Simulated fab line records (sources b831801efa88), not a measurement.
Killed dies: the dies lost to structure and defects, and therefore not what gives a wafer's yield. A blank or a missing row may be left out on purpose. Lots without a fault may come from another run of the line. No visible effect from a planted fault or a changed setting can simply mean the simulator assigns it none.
Which tool is to blame? -- flow sky130 -- 13 lots, 39 wafers sampled, at 7 steps of a route of 708

== WHAT EACH GAUGE READ, for each wafer ==
SKY_LDD_N_OVL_MEAS_07.
lot,measured,on,LDD_N_OVL (nm)
L935,day 17 10:37,overlay-01,-0.5 0.3 -1.0
L938,day 18 21:43,overlay-02,- - -
L943,day 20 21:54,overlay-02,-3.2 -0.5 0.3
L947,day 22 02:38,overlay-01,-2.3 -1.5 -1.1
L948,day 22 14:22,overlay-01,0.5 3.1 2.3
L949,day 23 03:17,overlay-01,1.1 2.0 -0.2
L950,day 23 11:41,overlay-02,-0.6 -0.6 -0.1
L951,day 23 19:02,overlay-01,1.1 2.4 2.4
L952,day 24 02:18,overlay-02,0.7 0.3 1.6
L953,day 24 05:56,overlay-02,-1.7 -0.9 0.2
L954,day 25 00:59,overlay-01,0.1 -1.1 -0.2
L956,day 25 13:24,overlay-02,-0.3 -0.5 -0.3
L957,day 27 04:35,overlay-01,-0.2 -0.2 -0.9

SKY_LDD_N_TW_MEAS_17.
lot,measured,on,LDD_N_TW
L935,day 17 11:58,film-metro-02,2588 2582 2585
L938,day 18 23:04,film-metro-02,30 30 30
L943,day 20 23:14,film-metro-02,2582 2579 2576
L947,day 22 03:58,film-metro-01,2541 2536 2535
L948,day 22 15:42,film-metro-01,2546 2547 2539
L949,day 23 04:37,film-metro-02,2586 2582 2571
L950,day 23 13:01,film-metro-02,2599 2579 2587
L951,day 23 20:22,film-metro-03,2577 2564 2566
L952,day 24 03:38,film-metro-03,2581 2587 2573
L953,day 24 07:17,film-metro-03,2593 2565 2583
L954,day 25 02:20,film-metro-02,2571 2578 2570
L956,day 25 14:44,film-metro-03,2582 2585 2588
L957,day 27 05:56,film-metro-02,2582 2589 2591

SKY_LDD_P_TW_MEAS_11.
lot,measured,on,LDD_P_TW
L935,day 18 17:14,film-metro-02,638 639 639
L938,day 20 06:03,film-metro-04,2590 2603 2608
L943,day 22 06:06,film-metro-04,638 639 638
L947,day 23 10:16,film-metro-04,641 642 641
L948,day 23 22:51,film-metro-03,632 632 631
L949,day 24 10:10,film-metro-03,635 631 634
L950,day 24 17:31,film-metro-03,636 636 637
L951,day 25 00:18,film-metro-03,636 636 635
L952,day 25 08:43,film-metro-04,644 641 644
L953,day 25 12:22,film-metro-04,641 640 640
L954,day 26 07:38,film-metro-03,629 628 633
L956,day 26 19:42,film-metro-02,640 638 638
L957,day 28 11:07,film-metro-02,629 631 631

SKY_LDD_HVP_TW_MEAS_10.
lot,measured,on,LDD_HVP_TW
L935,day 21 06:26,film-metro-01,454 454 453
L938,day 22 20:40,film-metro-04,459 464 463
L943,day 24 17:46,film-metro-04,462 460 458
L947,day 25 20:43,film-metro-01,454 454 452
L948,day 26 07:47,film-metro-01,452 451 454
L949,day 26 19:53,film-metro-01,452 451 452
L950,day 27 03:17,film-metro-01,449 448 449
L951,day 27 11:41,film-metro-01,453 450 449
L952,day 27 17:19,film-metro-04,463 462 462
L953,day 27 22:02,film-metro-04,461 462 463
L954,day 28 17:07,film-metro-04,462 462 462
L956,day 29 03:53,film-metro-03,452 454 452
L957,day 30 19:54,film-metro-03,455 459 453

SKY_CONTACT_THK_MEAS_26: measures by xrf.
lot,measured,on,CONTACT_W_THK (nm)
L935,day 31 06:19,film-metro-02,342 337 337
L938,day 33 04:00,film-metro-03,354 355 353
L943,day 34 10:02,film-metro-03,353 349 351
L947,day 35 06:49,film-metro-03,350 354 349
L948,day 35 21:14,film-metro-01,349 351 346
L949,day 36 05:28,film-metro-01,354 348 349
L950,day 36 12:54,film-metro-03,352 350 351
L951,day 36 20:38,film-metro-03,341 344 347
L952,day 37 05:03,film-metro-03,351 353 349
L953,day 37 06:43,film-metro-03,346 349 348
L954,day 38 00:54,film-metro-02,350 352 347
L956,day 38 09:05,film-metro-01,347 348 345
L957,day 39 22:20,film-metro-02,342 345 340

== WHICH TOOL RAN EACH LOT (tool, then ch and the chambers of the sampled wafers, then the start) ==
lot,SKY_LDD_N_EXPOSE_04,SKY_LOCAL_INTERCONNECT_STRIP_15
L935,"iline-stepper-02 ch 0, day 16 20:35","plasma-asher-01 ch 0,1, day 30 00:14"
L938,"iline-stepper-01 ch 0, day 18 07:00","plasma-asher-04 ch 0,1, day 31 21:56"
L943,"iline-stepper-02 ch 0, day 20 06:34","plasma-asher-04 ch 1, day 33 05:10"
L947,"iline-stepper-02 ch 0, day 21 11:08","plasma-asher-01 ch 0,1, day 34 02:53"
L948,"iline-stepper-02 ch 0, day 21 23:04","plasma-asher-04 ch 0,1, day 34 16:28"
L949,"iline-stepper-01 ch 0, day 22 12:18","plasma-asher-04 ch 0,1, day 35 00:50"
L950,"iline-stepper-01 ch 0, day 22 20:19","plasma-asher-04 ch 0,1, day 35 08:13"
L951,"iline-stepper-02 ch 0, day 23 04:35","plasma-asher-04 ch 0,1, day 35 16:13"
L952,"iline-stepper-02 ch 0, day 23 11:22","plasma-asher-01 ch 0,1, day 36 00:52"
L953,"iline-stepper-01 ch 0, day 23 15:35","plasma-asher-03 ch 0,1, day 36 02:25"
L954,"iline-stepper-01 ch 0, day 24 12:29","plasma-asher-01 ch 0,1, day 36 20:38"
L956,"iline-stepper-01 ch 0, day 24 22:39","plasma-asher-01 ch 0,1, day 37 05:01"
L957,"iline-stepper-01 ch 0, day 26 13:56","plasma-asher-04 ch 0,1, day 38 19:23"
- SKY_LDD_N_EXPOSE_04: exposes mask NTM, target cd 840 nm.
- SKY_LOCAL_INTERCONNECT_STRIP_15: strips in O2/N2.

== WHAT THE TOOLS THEMSELVES READ (means of the sampled wafers that have a number; where no wafer has one, the mark that the record gives instead) ==
SKY_LDD_N_EXPOSE_04.
lot,tool,exposure-dose-mJ-cm2
L935,iline-stepper-02,109.98
L938,iline-stepper-01,109.99
L943,iline-stepper-02,110.02
L947,iline-stepper-02,110.01
L948,iline-stepper-02,109.86
L949,iline-stepper-01,109.84
L950,iline-stepper-01,109.93
L951,iline-stepper-02,110.02
L952,iline-stepper-02,110.16
L953,iline-stepper-01,109.97
L954,iline-stepper-01,109.90
L956,iline-stepper-01,109.91
L957,iline-stepper-01,109.88

SKY_LOCAL_INTERCONNECT_STRIP_15.
lot,tool,drypump-motor-current-A (A),oes-product-au (a.u.),strip-time-to-endpoint-s (s)
L935,plasma-asher-01,5.8,0.429,4.731
L938,plasma-asher-04,5.5,0.426,4.723
L943,plasma-asher-04,4.9,0.428,4.708
L947,plasma-asher-01,6.0,0.423,4.726
L948,plasma-asher-04,5.2,0.427,4.721
L949,plasma-asher-04,5.2,0.423,4.707
L950,plasma-asher-04,5.2,0.429,4.727
L951,plasma-asher-04,5.2,0.430,4.751
L952,plasma-asher-01,6.0,0.422,4.717
L953,plasma-asher-03,6.1,0.426,4.712
L954,plasma-asher-01,6.0,0.426,4.712
L956,plasma-asher-01,5.7,0.428,4.726
L957,plasma-asher-04,5.2,0.431,4.694

== THE ANSWER, worked out from the rows above alone ==
Rule: usual is defined by the lots themselves. Put in order of their means at a reading, lots are off if they are a third of the lots or fewer, leave a main group of 4 or more, and stand apart from it by a gap of 3 or more times the standard deviation of the main group's means; of several such gaps the widest counts. A main group whose means are all the same, to the digits that the tables above print for the reading, isn't used. A lot without any number at a reading at which 4 lots or more have one is off too. Any other lot the step has rows for is counted as sound. First the gauges in route order, then the tools' own readings, where a lot's mean is used as printed above. The first step at which some lot is off is used, and at that step the reading that is off furthest; a lot without a number counts as furthest.
Off: at SKY_LDD_N_OVL_MEAS_07 (LDD_N_OVL), L938. Without a number there: L938. Main group: mean 0.0 nm, sd 1.1.
A tool fits if, at a process step before that reading, it ran every lot that is off, and no sound lot after the first of them. The gauges at SKY_LDD_N_OVL_MEAS_07 aren't tried: what is off there is off at SKY_LDD_N_TW_MEAS_17 too, on other tools, and a gauge's error can't cause that. No candidate that was tried fits.

== WHAT WAS PUT IN BY THE SIMULATOR ==
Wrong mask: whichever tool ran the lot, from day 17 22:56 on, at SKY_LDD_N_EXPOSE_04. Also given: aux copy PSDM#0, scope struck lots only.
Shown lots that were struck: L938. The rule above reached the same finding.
